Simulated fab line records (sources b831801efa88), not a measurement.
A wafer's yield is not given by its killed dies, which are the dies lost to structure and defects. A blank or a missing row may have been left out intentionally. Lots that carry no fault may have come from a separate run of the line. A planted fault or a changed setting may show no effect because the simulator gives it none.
Chamber matching || flow gf180mcu || 4 sister chambers for GF_V2_CMP_26 on cmp-01
The step polishes, stops on SiO2, t overpolish 15 s, target thk 0 nm. 4 wafers are shown with their chamber, then 10 later ones without.

EACH WAFER AND ITS CHAMBER
{"wafer": "L081.4", "chamber": 2, "motor current A (A)": 11.1}
{"wafer": "L081.5", "chamber": 3, "motor current A (A)": 10.7}
{"wafer": "L087.3", "chamber": 0, "motor current A (A)": 10.5}
{"wafer": "L087.4", "chamber": 1, "motor current A (A)": 11.9}

WAFERS WITH NO CHAMBER GIVEN
{"wafer": "L087.5", "motor current A (A)": 11.4}
{"wafer": "L089.1", "motor current A (A)": 10.7}
{"wafer": "L089.2", "motor current A (A)": 10.2}
{"wafer": "L089.3", "motor current A (A)": 11.8}
{"wafer": "L095.2", "motor current A (A)": 11.8}
{"wafer": "L095.5", "motor current A (A)": 11.3}
{"wafer": "L095.6", "motor current A (A)": 10.1}
{"wafer": "L096.3", "motor current A (A)": 11.7}
{"wafer": "L096.4", "motor current A (A)": 10.9}
{"wafer": "L096.6", "motor current A (A)": 10.8}

WHICH CHAMBER EACH WENT THROUGH
{"wafer": "L087.5", "from the rows above": "can't be placed: 2 or 1 or 3", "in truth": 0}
{"wafer": "L089.1", "from the rows above": "can't be placed: 3 or 0 or 2", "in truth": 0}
{"wafer": "L089.2", "from the rows above": "can't be placed: 0 or 3", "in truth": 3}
{"wafer": "L089.3", "from the rows above": 1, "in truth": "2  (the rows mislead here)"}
{"wafer": "L095.2", "from the rows above": 1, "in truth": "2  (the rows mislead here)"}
{"wafer": "L095.5", "from the rows above": "can't be placed: 2 or 1 or 3", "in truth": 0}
{"wafer": "L095.6", "from the rows above": "can't be placed: 0 or 3", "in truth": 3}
{"wafer": "L096.3", "from the rows above": "can't be placed: 1 or 2", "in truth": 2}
{"wafer": "L096.4", "from the rows above": "can't be placed: 2 or 3 or 0", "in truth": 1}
{"wafer": "L096.6", "from the rows above": "can't be placed: 3 or 2 or 0", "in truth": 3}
Correctly placed: 0 of 10. These rows do not allow placing 8 (true chamber among the candidates in 5). Number placed wrongly: 2.
How it was worked out, from the rows above alone: a wafer's distance from a chamber is the root of the sum, over the readings, of the square of ((its reading less the chamber's mean) divided by the reading's scatter). If the next closest chamber is less than 2 further off than the closest, the wafer can't be placed; otherwise it belongs to the closest. Each chamber's mean is taken over the wafers shown for it. The scatter (one wafer shown for each chamber): square how far every hidden wafer sits from the nearest shown wafer, average those squares and take the square root.
